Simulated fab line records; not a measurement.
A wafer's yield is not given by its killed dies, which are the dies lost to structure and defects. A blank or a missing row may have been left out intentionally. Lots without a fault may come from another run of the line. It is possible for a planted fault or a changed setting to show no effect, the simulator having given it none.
What tool caused it? || flow sky130 || 10 lots with 30 wafers sampled at 2 steps, on a route of 708 steps

== WHAT THE GAUGES SHOWED, per wafer ==
SKY_LI_CONTACT_RS_MEAS_22: uses a four-point probe to measure.
{"lot": "L260", "measured": "day 30 02:17", "on": "film-metro-04", "LI_CONTACT_W_RS (ohm/sq)": "0.2910 0.2893 0.2895"}
{"lot": "L261", "measured": "day 30 15:17", "on": "film-metro-01", "LI_CONTACT_W_RS (ohm/sq)": "0.2862 0.2849 0.2872"}
{"lot": "L263", "measured": "day 31 09:59", "on": "film-metro-04", "LI_CONTACT_W_RS (ohm/sq)": "0.2873 0.2892 0.2885"}
{"lot": "L265", "measured": "day 31 16:59", "on": "film-metro-02", "LI_CONTACT_W_RS (ohm/sq)": "0.2842 0.2871 0.2875"}
{"lot": "L267", "measured": "day 32 04:53", "on": "film-metro-02", "LI_CONTACT_W_RS (ohm/sq)": "0.2816 0.2868 0.2838"}
{"lot": "L271", "measured": "day 33 15:47", "on": "film-metro-02", "LI_CONTACT_W_RS (ohm/sq)": "0.2819 0.2817 0.2852"}
{"lot": "L274", "measured": "day 34 16:52", "on": "film-metro-04", "LI_CONTACT_W_RS (ohm/sq)": "0.2816 0.2852 0.2859"}
{"lot": "L280", "measured": "day 36 11:16", "on": "film-metro-01", "LI_CONTACT_W_RS (ohm/sq)": "0.2865 0.3995 0.2823"}
{"lot": "L282", "measured": "day 36 22:08", "on": "film-metro-04", "LI_CONTACT_W_RS (ohm/sq)": "0.3987 0.2853 0.4098"}
{"lot": "L283", "measured": "day 36 23:37", "on": "film-metro-04", "LI_CONTACT_W_RS (ohm/sq)": "0.2839 0.2826 0.2853"}

== TOOL THAT RAN EACH LOT (tool first, then ch and the chambers of the sampled wafers, then the start) ==
{"lot": "L260", "SKY_LI_CONTACT_CVD_21": "cvd-w-01 ch 0,1, day 30 02:08"}
{"lot": "L261", "SKY_LI_CONTACT_CVD_21": "cvd-w-02 ch 0,1, day 30 15:09"}
{"lot": "L263", "SKY_LI_CONTACT_CVD_21": "cvd-w-02 ch 1, day 31 09:52"}
{"lot": "L265", "SKY_LI_CONTACT_CVD_21": "cvd-w-02 ch 0,1, day 31 16:52"}
{"lot": "L267", "SKY_LI_CONTACT_CVD_21": "cvd-w-02 ch 0,1, day 32 04:44"}
{"lot": "L271", "SKY_LI_CONTACT_CVD_21": "cvd-w-02 ch 0,1, day 33 15:38"}
{"lot": "L274", "SKY_LI_CONTACT_CVD_21": "cvd-w-02 ch 0,1, day 34 16:43"}
{"lot": "L280", "SKY_LI_CONTACT_CVD_21": "cvd-w-02 ch 0,1, day 36 11:09"}
{"lot": "L282", "SKY_LI_CONTACT_CVD_21": "cvd-w-02 ch 0,1, day 36 22:01"}
{"lot": "L283", "SKY_LI_CONTACT_CVD_21": "cvd-w-01 ch 0,1, day 36 23:29"}
- SKY_LI_CONTACT_CVD_21: deposits W, target thk 400 nm, time 120.56 s.

== THE ANSWER, worked out from the rows above alone ==
Rule: what is usual is taken from the lots themselves. Put in order of their means at a reading, lots are off if they are a third of the lots or fewer, leave a main group of 4 or more, and stand apart from it by a gap of 3 or more times the standard deviation of the main group's means; of several such gaps the widest counts. A main group is skipped when, at the precision printed for the reading in the tables above, its means are all equal. A lot without any number at a reading at which 4 lots or more have one is off too. Any other lot the step has rows for is counted as sound.
Off: L280, L282, at SKY_LI_CONTACT_RS_MEAS_22 (LI_CONTACT_W_RS). For the main group the mean is 0.2857 ohm/sq and the standard deviation 0.0023.
If a tool, at a process step before that reading, ran all the lots that are off and no sound lot after the first of them, it fits. Those tools and the gauges at SKY_LI_CONTACT_RS_MEAS_22 are tried in the same way. One candidate fits, namely cvd-w-02 at SKY_LI_CONTACT_CVD_21. A fault onset in the window from L274 (day 34 16:43, its last sound lot) to L280 (day 36 11:09, its first lot off) fits.

== WHAT THE SIMULATOR PUT IN ==
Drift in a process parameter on cvd-w-02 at SKY_LI_CONTACT_CVD_21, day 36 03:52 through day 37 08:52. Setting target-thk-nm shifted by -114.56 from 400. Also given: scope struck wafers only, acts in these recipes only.
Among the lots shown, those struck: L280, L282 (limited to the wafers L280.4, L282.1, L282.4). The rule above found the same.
